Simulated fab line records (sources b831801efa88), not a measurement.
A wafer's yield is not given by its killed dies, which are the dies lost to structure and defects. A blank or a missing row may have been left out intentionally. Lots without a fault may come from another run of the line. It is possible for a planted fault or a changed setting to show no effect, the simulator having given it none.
Which tool was responsible? + flow gf180mcu + Sampling: 12 lots, 36 wafers, 6 of 602 route steps

## WHAT EACH GAUGE READ, for each wafer
GF_HV_LDD_CD_MEAS_46 targets a cd of 400 nm. Usual: cd_nm at 399.4 nm, with a standard deviation of 2.
| lot  | measured     | on        | cd_nm (nm)        | flag |
|------|--------------|-----------|-------------------|------|
| L417 | day 12 22:22 | cd_sem-02 | 402.4 403.6 400.9 |      |
| L418 | day 13 06:23 | cd_sem-01 | 399.9 399.0 402.2 |      |
| L419 | day 13 10:24 | cd_sem-02 | 396.9 396.9 397.5 |      |
| L420 | day 13 21:23 | cd_sem-01 | 402.3 401.6 401.6 |      |
| L421 | day 14 02:46 | cd_sem-01 | 400.2 401.5 399.7 |      |
| L422 | day 14 14:22 | cd_sem-01 | 399.1 400.8 401.0 |      |
| L423 | day 14 19:39 | cd_sem-01 | 400.1 400.7 403.1 |      |
| L424 | day 15 01:41 | cd_sem-02 | 397.6 397.1 396.7 |      |
| L426 | day 15 18:41 | cd_sem-01 | 397.3 395.9 397.1 |      |
| L430 | day 17 03:02 | cd_sem-01 | 395.6 397.1 394.5 |      |
| L438 | day 20 05:59 | cd_sem-01 | 398.7 399.6 399.4 |      |
| L439 | day 20 09:27 | cd_sem-02 | 398.7 400.8 398.6 |      |

GF_HV_LDD_OVL_MEAS_47. Usual: for HV_LDD_03_OVL the level is 0.3 nm and the standard deviation is 1.2.
| lot  | measured     | on         | HV_LDD_03_OVL (nm) | flag |
|------|--------------|------------|--------------------|------|
| L417 | day 12 22:28 | overlay-01 | -0.7 -0.2 0.9      |      |
| L418 | day 13 06:31 | overlay-01 | 1.6 2.7 -0.2       |      |
| L419 | day 13 10:31 | overlay-02 | 0.7 -0.4 -0.6      |      |
| L420 | day 13 21:29 | overlay-02 | -0.1 0.2 0.7       |      |
| L421 | day 14 02:52 | overlay-01 | 0.1 0.2 2.0        |      |
| L422 | day 14 14:28 | overlay-01 | 1.1 -0.3 0.0       |      |
| L423 | day 14 19:46 | overlay-01 | -1.0 -0.6 -2.0     |      |
| L424 | day 15 01:48 | overlay-02 | -0.9 -0.4 0.3      |      |
| L426 | day 15 18:48 | overlay-01 | 0.2 -2.2 -1.0      |      |
| L430 | day 17 03:10 | overlay-01 | 0.2 -0.4 1.0       |      |
| L438 | day 20 06:06 | overlay-01 | 0.2 1.4 0.8        |      |
| L439 | day 20 09:33 | overlay-01 | 1.6 1.3 0.8        |      |

GF_HV_LDD_THK_MEAS_57. Usual: for HV_LDD_CVD_56_THK the level is 89.9 nm and the standard deviation is 0.99.
| lot  | measured     | on            | HV_LDD_CVD_56_THK (nm) | flag |
|------|--------------|---------------|------------------------|------|
| L417 | day 13 02:29 | film_metro-02 | 91.1 90.8 91.5         |      |
| L418 | day 13 09:36 | film_metro-04 | 90.8 90.7 90.8         |      |
| L419 | day 13 13:43 | film_metro-03 | 89.0 89.2 88.3         |      |
| L420 | day 14 00:35 | film_metro-02 | 91.2 91.4 91.3         |      |
| L421 | day 14 05:58 | film_metro-04 | 89.2 89.5 88.8         |      |
| L422 | day 14 17:34 | film_metro-03 | 89.0 88.9 89.2         |      |
| L423 | day 14 22:51 | film_metro-02 | 90.9 90.6 90.6         |      |
| L424 | day 15 04:53 | film_metro-02 | 87.4 87.8 88.3         |      |
| L426 | day 15 21:53 | film_metro-04 | 90.7 91.1 91.0         |      |
| L430 | day 17 06:15 | film_metro-02 | 95.9 97.4 95.3         | OFF  |
| L438 | day 20 09:55 | film_metro-03 | 90.8 90.7 90.7         |      |
| L439 | day 20 12:39 | film_metro-02 | 88.1 88.0 88.5         |      |

GF_PSD_CD_MEAS_07 targets a cd of 400 nm. Usual: cd_nm at 399.5 nm, with a standard deviation of 2.5.
| lot  | measured     | on        | cd_nm (nm)        | flag |
|------|--------------|-----------|-------------------|------|
| L417 | day 14 19:41 | cd_sem-02 | 398.8 398.9 398.1 |      |
| L418 | day 15 03:35 | cd_sem-02 | 398.2 395.5 396.6 |      |
| L419 | day 15 07:31 | cd_sem-02 | 398.9 398.9 399.3 |      |
| L420 | day 15 19:56 | cd_sem-01 | 403.8 403.3 404.1 |      |
| L421 | day 16 01:55 | cd_sem-01 | 399.4 399.4 399.1 |      |
| L422 | day 16 12:51 | cd_sem-01 | 399.8 399.9 399.5 |      |
| L423 | day 16 18:58 | cd_sem-02 | 397.2 398.2 398.8 |      |
| L424 | day 17 02:06 | cd_sem-01 | 394.8 397.5 395.6 |      |
| L426 | day 17 19:30 | cd_sem-02 | 403.5 403.0 403.3 |      |
| L430 | day 19 06:03 | cd_sem-02 | 397.8 396.4 396.8 |      |
| L438 | day 22 09:20 | cd_sem-01 | 402.5 400.8 402.7 |      |
| L439 | day 22 12:42 | cd_sem-01 | 397.6 399.0 399.0 |      |

## EACH LOT AND THE TOOL THAT RAN IT (in order: tool; ch and the chambers of the sampled wafers; start)
| lot  | GF_HV_LDD_CVD_56            | GF_HV_LDD_ETCHBACK_58              |
|------|-----------------------------|------------------------------------|
| L417 | lpcvd-02 ch 0, day 13 01:02 | rie_diel-04 ch 0,1,3, day 13 02:32 |
| L418 | lpcvd-02 ch 1, day 13 08:10 | rie_diel-04 ch 1,2, day 13 09:40   |
| L419 | lpcvd-02 ch 1, day 13 12:17 | rie_diel-01 ch 0,1,2, day 13 13:47 |
| L420 | lpcvd-01 ch 0, day 13 23:08 | rie_diel-01 ch 0,1, day 14 00:38   |
| L421 | lpcvd-02 ch 0, day 14 04:31 | rie_diel-01 ch 0,2, day 14 06:01   |
| L422 | lpcvd-01 ch 1, day 14 16:07 | rie_diel-03 ch 0,1, day 14 17:36   |
| L423 | lpcvd-01 ch 1, day 14 21:25 | rie_diel-04 ch 0,3, day 14 22:54   |
| L424 | lpcvd-02 ch 0, day 15 03:28 | rie_diel-03 ch 0,3, day 15 04:57   |
| L426 | lpcvd-01 ch 1, day 15 20:28 | rie_diel-04 ch 0,1,2, day 15 21:57 |
| L430 | lpcvd-02 ch 0, day 17 04:49 | rie_diel-04 ch 0,1,3, day 17 06:19 |
| L438 | lpcvd-01 ch 0, day 20 07:46 | rie_diel-03 ch 1,2,3, day 20 09:58 |
| L439 | lpcvd-01 ch 1, day 20 11:13 | rie_diel-04 ch 0,1, day 20 12:42   |
- GF_HV_LDD_CVD_56: deposits Si3N4 from DCS/NH3, target thk 90 nm, time 1543 s.
- GF_HV_LDD_ETCHBACK_58: etches Si3N4 in CH3F/O2, stops on SiO2, time 100 s, target depth 90 nm.

## WHAT THE TOOLS THEMSELVES READ (means of the sampled wafers that have a number; where no wafer has one, the mark that the record gives instead)
GF_HV_LDD_CVD_56. Usual: spike_tc_lower_C at 770.8 C, with a standard deviation of 1.1.
| lot  | tool     | spike_tc_lower_C (C) | flag |
|------|----------|----------------------|------|
| L417 | lpcvd-02 | 771.4                |      |
| L418 | lpcvd-02 | 769.9                |      |
| L419 | lpcvd-02 | 770.6                |      |
| L420 | lpcvd-01 | 770.5                |      |
| L421 | lpcvd-02 | 770.3                |      |
| L422 | lpcvd-01 | 772.3                |      |
| L423 | lpcvd-01 | 772.2                |      |
| L424 | lpcvd-02 | 771.6                |      |
| L426 | lpcvd-01 | 771.9                |      |
| L430 | lpcvd-02 | 770.9                |      |
| L438 | lpcvd-01 | 770.4                |      |
| L439 | lpcvd-01 | 772.2                |      |

GF_HV_LDD_ETCHBACK_58. Usual: bias_w 80.00 W, standard deviation 0.23; drypump_motor_current_A 5.5 A, standard deviation 0.32; oes_product_au 0.842 a.u., standard deviation 0.0073; throttle_valve_pct 10.560 %, standard deviation 0.0091.
| lot  | tool        | bias_w (W) | drypump_motor_current_A (A) | oes_product_au (a.u.) | throttle_valve_pct (%) | flag |
|------|-------------|------------|-----------------------------|-----------------------|------------------------|------|
| L417 | rie_diel-04 | 80.06      | 5.4                         | 0.845                 | 10.568                 |      |
| L418 | rie_diel-04 | 79.77      | 5.6                         | 0.847                 | 10.553                 |      |
| L419 | rie_diel-01 | 80.02      | 5.6                         | 0.836                 | 10.568                 |      |
| L420 | rie_diel-01 | 80.00      | 5.3                         | 0.850                 | 10.568                 |      |
| L421 | rie_diel-01 | 79.86      | 5.7                         | 0.834                 | 10.568                 |      |
| L422 | rie_diel-03 | 79.91      | 5.3                         | 0.835                 | 10.565                 |      |
| L423 | rie_diel-04 | 80.06      | 5.1                         | 0.842                 | 10.557                 |      |
| L424 | rie_diel-03 | 80.13      | 5.2                         | 0.830                 | 10.560                 |      |
| L426 | rie_diel-04 | 80.01      | 5.4                         | 0.849                 | 10.557                 |      |
| L430 | rie_diel-04 | 79.97      | 5.4                         | 0.875                 | 10.567                 | OFF  |
| L438 | rie_diel-03 | 79.89      | 5.5                         | 0.849                 | 10.563                 |      |
| L439 | rie_diel-04 | 79.82      | 5.4                         | 0.833                 | 10.559                 |      |

## THE ANSWER, worked out from the rows above alone
Rule: take the mean of a lot's wafers that have a number; if it is more than 3 standard deviations from the usual mean, the lot is off. Also off: a lot with no number at a reading for which 4 or more lots have one. Where the step has rows for the other lots, those lots are counted as sound. First the gauges in route order, then the tools' own readings, where a lot's mean is used as printed above. At the first step where some lot is off, the reading lying furthest off is the one used; lots without a number count as furthest.
Off: at GF_HV_LDD_THK_MEAS_57 (HV_LDD_CVD_56_THK), L430.
If a tool, at a process step before that reading, ran all the lots that are off and no sound lot after the first of them, it fits. Not tried: the gauges at GF_HV_LDD_THK_MEAS_57; whatever is off there is also off at GF_HV_LDD_ETCHBACK_58, on other tools, and gauge error can't account for it. One fits: lpcvd-02 at GF_HV_LDD_CVD_56. Its last sound lot is L424 (day 15 03:28), its first lot that is off L430 (day 17 04:49): a fault that began between those two fits.

## WHAT WAS PUT IN BY THE SIMULATOR
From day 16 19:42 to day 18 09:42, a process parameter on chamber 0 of lpcvd-02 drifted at GF_HV_LDD_CVD_56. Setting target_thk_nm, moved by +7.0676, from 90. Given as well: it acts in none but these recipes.
Struck lots among those shown: L430. The rule above found the same.
